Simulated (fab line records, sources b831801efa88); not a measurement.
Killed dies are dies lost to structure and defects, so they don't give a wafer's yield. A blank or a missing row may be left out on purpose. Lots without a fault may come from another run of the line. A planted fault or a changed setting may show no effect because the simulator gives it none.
fab line records | flow gf180mcu
record lots=14 wafers=42 last_day=34
route steps=602 shown V3@455 M4@459 V4@497 MIM@504
lots that met no fault: from a run of the same line without faults
start_h: hours from the record's first day to the start of the lot's first wafer shown | wait_h: hours since the lot's step before | " the same as in the row above | L1.1+2: a row that stands for several wafers | - no value, or no start given | * or withheld: withheld | < > ~ a bound
route shown NAME@n: a module of which the file shows steps, and the number in the route of the first | usual: mean/standard deviation of fault-free wafers | same: alike in all rows | chamber/n: place in a boat | sites: the reading at each site | _std_site: their standard deviation | _edge_site: outer sites' mean less inner sites' | radius_mm: how far each site lies from the wafer's centre | mask NAME#n: copy n | behind: the tool/chamber that last shaped the wafer | hold: why the lot was held/for how many hours/how that ended | device: the transistor (n, p or np) that didn't switch | end of line: the same wafers' tests at the end of the route | a step without rows: its recipe alone | killed: dies lost to structure and defects at the first sort, not the wafer's yield | map: a wafer's dies, x killed, . not, _ none there
set.NAME: the setting as run; set.NAME@STEP: as run at that earlier step | model.NAME: the simulator's own value behind a step, which no gauge read
steps of the route over a sample of lots; a table a step, a row a wafer
services: from which hour (start_h, from the record's first day; less than 0 if before it) a tool's chamber was out of use, for how many hours, and why
## steps
# step GF_V3_CMP_26
# recipe stop_on=SiO2 down_force_psi=3.5 platen_rpm=60 t_overpolish_s=15 target_thk_nm=0 pad_velocity_m_s=0.94248
# usual motor_current_A=11.1/1.1 overpolish_run_s=15.000/0.0094 retaining_ring_pressure_frac=1.000/0.0048 time_to_endpoint_s=83/4.4
# columns lot.wafer tool chamber start_h wait_h motor_current_A overpolish_run_s retaining_ring_pressure_frac time_to_endpoint_s
L539.1 cmp-01 0 520.35 0.1 12.1 15.025 0.997 83
L539.2 " 1 " " 10.7 15.001 0.997 84
L539.6 " 3 " " 12.0 14.985 0.998 83
L540.2 cmp-01 0 528.34 0.1 11.9 15.007 1.006 83
L540.1 " 2 " " 10.5 15.013 1.001 75
L540.5 " 0 " " 11.6 15.012 1.003 81
L541.3 cmp-02 1 542.12 0.1 9.7 15.009 1.004 82
L541.2 " 3 " " 10.8 15.026 0.997 78
L541.5 " 1 " " 9.9 15.005 1.008 79
L542.4 cmp-02 1 550.75 0.1 9.5 15.016 0.993 83
L542.1 " 3 " " 11.0 15.009 0.988 78
L542.5 " 0 " " 13.0 14.989 0.997 84
L543.3 cmp-02 0 559.72 0.1 12.4 14.983 1.001 84
L543.4 " 2 " " 9.1 14.995 1.010 82
L543.6 " 3 " " 10.7 15.017 0.996 77
L550.2 cmp-02 3 611.34 0.1 10.7 14.999 1.005 75
L550.5 " 2 " " 9.0 14.995 0.998 86
L550.6 " 3 " " 11.0 14.989 1.000 82
L551.3 cmp-01 3 620.85 0.0 12.7 15.003 0.998 90
L551.5 " 3 " " 12.0 14.994 0.993 89
L551.6 " 0 " " 11.9 14.994 0.995 89
L552.1 cmp-02 0 627.93 0.1 12.8 15.002 0.999 89
L552.2 " 1 " " 9.6 15.007 1.001 81
L552.5 " 0 " " 12.4 15.012 0.991 88
L556.1 cmp-02 0 655.97 0.2 12.3 14.984 1.008 82
L556.2 " 1 " " 9.5 14.998 0.998 78
L556.5 " 0 " " 12.1 14.992 0.997 85
L557.3 cmp-01 3 662.01 0.0 13.0 15.014 0.994 89
L557.4 " 0 " " 12.3 14.989 1.004 88
L557.1 " 1 " " 11.0 14.989 1.000 90
L558.2 cmp-02 2 676.83 0.0 9.5 15.008 0.999 83
L558.1 " 3 " " 10.8 15.017 0.996 77
L558.6 " 3 " " 10.8 15.008 0.993 77
L559.3 cmp-01 2 680.98 0.0 11.1 14.996 0.998 83
L559.2 " 3 " " 11.8 15.015 1.008 90
L559.4 " 0 " " 11.6 14.990 1.007 89
L560.3 cmp-02 2 690.84 0.0 9.2 15.004 0.997 84
L560.1 " 0 " " 12.8 15.006 1.005 83
L560.5 " 3 " " 11.6 15.011 1.004 79
L561.1 cmp-01 1 691.46 0.1 11.2 14.982 1.001 85
L561.3 " 2 " " 10.0 14.994 0.996 78
L561.6 " 3 " " 12.5 15.005 1.003 87
# step GF_M4_SPUTTER_03
# recipe material=Ti target_thk_nm=10 substrate_temp_c=300 chamber_pressure_pa=0.3 power_w=3000 time_s=6.7
# usual cathode_dc_power_W=3000.0/0.54 chamber_pressure_pa=0.3000/0.00054 throttle_valve_pct=30.1/0.88
# columns lot.wafer tool chamber start_h wait_h cathode_dc_power_W chamber_pressure_pa throttle_valve_pct
L539.1 pvd_sputter-03 - 520.76 0.0 3000.1 0.3001 29.6
L539.2 " - " " 3000.5 0.2999 29.7
L539.6 " - " " 3000.2 0.3005 29.5
L540.1 pvd_sputter-02 - 528.75 0.0 3000.3 0.2996 29.2
L540.2 " - " " 3000.2 0.3009 29.0
L540.5 " - " " 2999.7 0.2995 31.7
L541.2 pvd_sputter-01 - 542.53 0.0 3000.2 0.3012 29.6
L541.3 " - " " 2999.5 0.3000 31.4
L541.5 " - " " 2999.7 0.2996 31.2
L542.1 pvd_sputter-03 - 551.16 0.0 3000.3 0.3003 29.8
L542.4 " - " " 3000.4 0.2999 30.5
L542.5 " - " " 2999.7 0.3008 30.2
L543.3 pvd_sputter-02 - 560.13 0.0 3000.2 0.3001 29.1
L543.4 " - " " 3000.9 0.2997 31.7
L543.6 " - " " 3000.0 0.3001 30.4
L550.2 pvd_sputter-03 - 611.75 0.0 2999.8 0.2995 31.0
L550.5 " - " " 3000.1 0.2999 31.0
L550.6 " - " " 3000.6 0.3004 29.4
L551.3 pvd_sputter-03 - 621.31 0.0 2999.9 0.3005 31.1
L551.5 " - " " 2999.6 0.3001 30.8
L551.6 " - " " 3000.2 0.3003 30.7
L552.1 pvd_sputter-03 - 628.34 0.0 2999.7 0.3007 30.8
L552.2 " - " " 2999.6 0.3003 29.6
L552.5 " - " " 2999.8 0.3004 29.7
L556.1 pvd_sputter-02 - 656.38 0.0 2999.9 0.2997 29.1
L556.2 " - " " 3001.0 0.3005 31.6
L556.5 " - " " 2999.7 0.3011 29.0
L557.1 pvd_sputter-01 - 662.47 0.0 3000.0 0.3005 30.3
L557.3 " - " " 3000.1 0.3006 28.5
L557.4 " - " " 2999.5 0.3005 31.2
L558.1 pvd_sputter-01 - 677.29 0.0 2999.8 0.2996 30.1
L558.2 " - " " 3000.3 0.2995 29.8
L558.6 " - " " 2999.5 0.2990 29.7
L559.2 pvd_sputter-02 - 681.44 0.0 2999.4 0.2992 29.1
L559.3 " - " " 2999.7 0.3005 29.1
L559.4 " - " " 3000.7 0.3002 30.5
L560.1 pvd_sputter-02 - 691.31 0.0 3001.0 0.3001 31.5
L560.3 " - " " 3000.0 0.3007 29.1
L560.5 " - " " 2999.9 0.2999 29.2
L561.1 pvd_sputter-03 - 691.82 0.0 3000.0 0.3007 30.4
L561.3 " - " " 2999.5 0.3001 29.7
L561.6 " - " " 3000.2 0.2999 30.6
# step GF_V4_SPUTTER_21
# recipe material=Ti target_thk_nm=15 chamber_pressure_pa=5 power_w=2500 substrate_temp_c=200 time_s=80.02
# usual cathode_dc_power_W=2500.0/0.47 chamber_pressure_pa=4.999/0.011 throttle_valve_pct=30.1/0.84
# columns lot.wafer tool chamber start_h wait_h cathode_dc_power_W chamber_pressure_pa throttle_valve_pct
L539.1 pvd_sputter-04 - 568.31 0.0 2500.1 5.016 30.9
L539.2 " - " " 2500.5 4.986 29.1
L539.6 " - " " 2499.8 5.010 30.5
L540.1 pvd_sputter-03 - 574.78 0.0 2499.6 4.992 30.5
L540.2 " - " " 2500.2 5.014 29.4
L540.5 " - " " 2499.7 4.993 29.6
L541.2 pvd_sputter-04 - 588.14 0.0 2500.5 4.998 30.8
L541.3 " - " " 2499.8 5.006 30.1
L541.5 " - " " 2499.3 5.008 29.0
L542.1 pvd_sputter-04 - 595.80 0.0 2500.0 5.010 30.2
L542.4 " - " " 2500.3 5.001 30.8
L542.5 " - " " 2500.1 4.995 29.2
L543.3 pvd_sputter-02 - 604.72 0.0 2499.6 5.007 31.6
L543.4 " - " " 2498.6 4.988 29.1
L543.6 " - " " 2500.2 4.996 29.2
L550.2 pvd_sputter-02 - 654.51 0.0 2500.2 5.000 29.3
L550.5 " - " " 2500.2 4.972 29.3
L550.6 " - " " 2500.0 5.009 31.7
L551.3 pvd_sputter-04 - 662.84 0.0 2499.8 4.998 30.1
L551.5 " - " " 2499.3 5.014 30.2
L551.6 " - " " 2500.4 4.996 29.1
L552.1 pvd_sputter-04 - 669.95 0.0 2500.8 4.980 29.2
L552.2 " - " " 2499.6 4.987 30.5
L552.5 " - " " 2500.1 4.974 29.0
L556.1 pvd_sputter-02 - 696.91 0.0 2500.0 4.981 29.3
L556.2 " - " " 2499.8 4.988 29.1
L556.5 " - " " 2499.6 4.989 30.5
L557.1 pvd_sputter-02 - 702.27 0.0 2500.0 5.005 29.3
L557.3 " - " " 2499.7 5.009 29.2
L557.4 " - " " 2500.1 4.997 31.8
L558.1 pvd_sputter-02 - 716.53 0.0 2500.3 4.998 31.8
L558.2 " - " " 2499.9 5.003 29.2
L558.6 " - " " 2499.2 4.981 29.4
L559.2 pvd_sputter-04 - 720.08 0.0 2500.2 4.996 30.7
L559.3 " - " " 2500.0 5.014 28.8
L559.4 " - " " 2500.2 5.012 30.9
L560.1 pvd_sputter-04 - 730.10 0.0 2500.3 5.001 30.9
L560.3 " - " " 2500.0 4.976 29.2
L560.5 " - " " 2499.3 5.005 30.0
L561.1 pvd_sputter-04 - 730.59 0.0 2500.3 5.003 30.3
L561.3 " - " " 2500.3 4.985 29.1
L561.6 " - " " 2499.3 5.000 30.5
# step GF_MIM_SPUTTER_01
# recipe material=TiN target_thk_nm=30 power_w=6500 time_s=25 chamber_pressure_pa=0.4
# usual cathode_dc_power_W=6500.1/1.1 chamber_pressure_pa=0.3999/0.00084 throttle_valve_pct=30.0/0.78
# columns lot.wafer tool chamber start_h wait_h cathode_dc_power_W chamber_pressure_pa throttle_valve_pct
L539.1 pvd_sputter-03 - 569.10 0.1 6499.1 0.3989 29.5
L539.2 " - " " 6498.2 0.3993 29.6
L539.6 " - " " 6500.4 0.3998 29.7
L540.1 pvd_sputter-03 - 575.57 0.1 6500.7 0.3991 29.4
L540.2 " - " " 6502.5 0.3998 29.4
L540.5 " - " " 6500.0 0.3997 29.3
L541.2 pvd_sputter-03 - 588.93 0.1 - - -
L541.3 " - " " - - -
L541.5 " - " " - - -
L542.1 pvd_sputter-03 - 596.59 0.1 - - -
L542.4 " - " " - - -
L542.5 " - " " - - -
L543.3 pvd_sputter-01 - 605.52 0.1 6503.2 0.3994 31.4
L543.4 " - " " 6499.0 0.4006 30.0
L543.6 " - " " 6500.8 0.4014 30.2
L550.2 pvd_sputter-04 - 655.30 0.1 6500.0 0.4009 30.3
L550.5 " - " " 6500.4 0.3996 30.1
L550.6 " - " " 6499.5 0.3986 29.0
L551.3 pvd_sputter-01 - 663.71 0.1 6500.0 0.3990 31.5
L551.5 " - " " 6500.6 0.4011 28.3
L551.6 " - " " 6500.5 0.4002 30.0
L552.1 pvd_sputter-03 - 670.74 0.1 6501.1 0.3986 29.6
L552.2 " - " " 6500.6 0.3999 30.5
L552.5 " - " " 6499.6 0.3999 29.6
L556.1 pvd_sputter-03 - 697.70 0.1 6499.5 0.4002 30.4
L556.2 " - " " 6500.5 0.3999 30.9
L556.5 " - " " 6501.2 0.3995 30.6
L557.1 pvd_sputter-03 - 703.06 0.1 6501.8 0.4006 30.4
L557.3 " - " " 6499.2 0.3995 29.7
L557.4 " - " " 6498.7 0.4002 29.7
L558.1 pvd_sputter-01 - 717.33 0.1 6500.2 0.3997 29.7
L558.2 " - " " 6500.8 0.3999 28.1
L558.6 " - " " 6501.2 0.3986 31.2
L559.2 pvd_sputter-03 - 720.87 0.1 6501.3 0.4003 29.6
L559.3 " - " " 6499.8 0.3990 30.4
L559.4 " - " " 6499.1 0.3999 30.9
L560.1 pvd_sputter-01 - 731.17 0.1 6498.5 0.3990 29.7
L560.3 " - " " 6499.8 0.3997 30.1
L560.5 " - " " 6500.4 0.3990 28.4
L561.1 pvd_sputter-01 - 731.77 0.1 6500.7 0.3987 28.3
L561.3 " - " " 6500.2 0.4007 29.6
L561.6 " - " " 6499.7 0.3995 29.7
## services
# columns tool chamber start_h hours kind
pvd_sputter-03 - 504.02 0.9 repair
cmp-01 - 514.67 0.4 repair
cmp-02 - 528.09 3.6 pm
pvd_sputter-01 - 535.85 1.7 repair
pvd_sputter-01 - 538.07 1.2 repair
pvd_sputter-01 - 548.95 46.6 repair
cmp-01 - 558.57 3.2 pm
cmp-01 - 562.09 2.3 repair
cmp-02 - 572.10 4.0 pm
cmp-02 - 576.10 - consumable_replace:conditioner
cmp-02 - 607.67 1.3 repair
cmp-02 - 625.78 0.7 repair
cmp-02 - 632.92 0.8 repair
cmp-02 - 635.01 1.1 repair
cmp-02 - 636.63 1.9 repair
cmp-02 - 636.80 1.0 repair
cmp-01 - 637.03 2.4 repair
cmp-02 - 669.74 5.6 pm
cmp-02 - 693.40 22.3 pm
pvd_sputter-04 - 713.02 7.0 repair
cmp-01 - 723.04 1.0 repair
cmp-02 - 724.77 1.2 repair
pvd_sputter-03 - 725.57 0.7 repair
pvd_sputter-02 - 727.29 4.4 repair
## key
first_sign step=GF_MIM_SPUTTER_01 reading=tool_record direction=missing
effect none on later readings
met_at GF_MIM_SPUTTER_01
struck_lots L541,L542
later_rows_left_out L541.2,L541.3,L541.5,L542.1,L542.4,L542.5
sort_left_out L541.2,L541.3,L541.5,L542.1,L542.4,L542.5
not_acting_at GF_V3_CMP_26,GF_M4_SPUTTER_03,GF_V4_SPUTTER_21
onset_between 575.57 588.93
fault kind=skipped_step_whole tool=pvd_sputter-03 chamber=- onset_h=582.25 steps=GF_MIM_SPUTTER_01 scope=struck_lots_only
# sort_left_out: the simulated sort isn't trusted on such a fault, so these wafers' sort isn't shown, and their yield isn't known
# later_rows_left_out: the simulator's readings of these wafers behind a module that went badly wrong aren't trusted and aren't shown, but for the sort
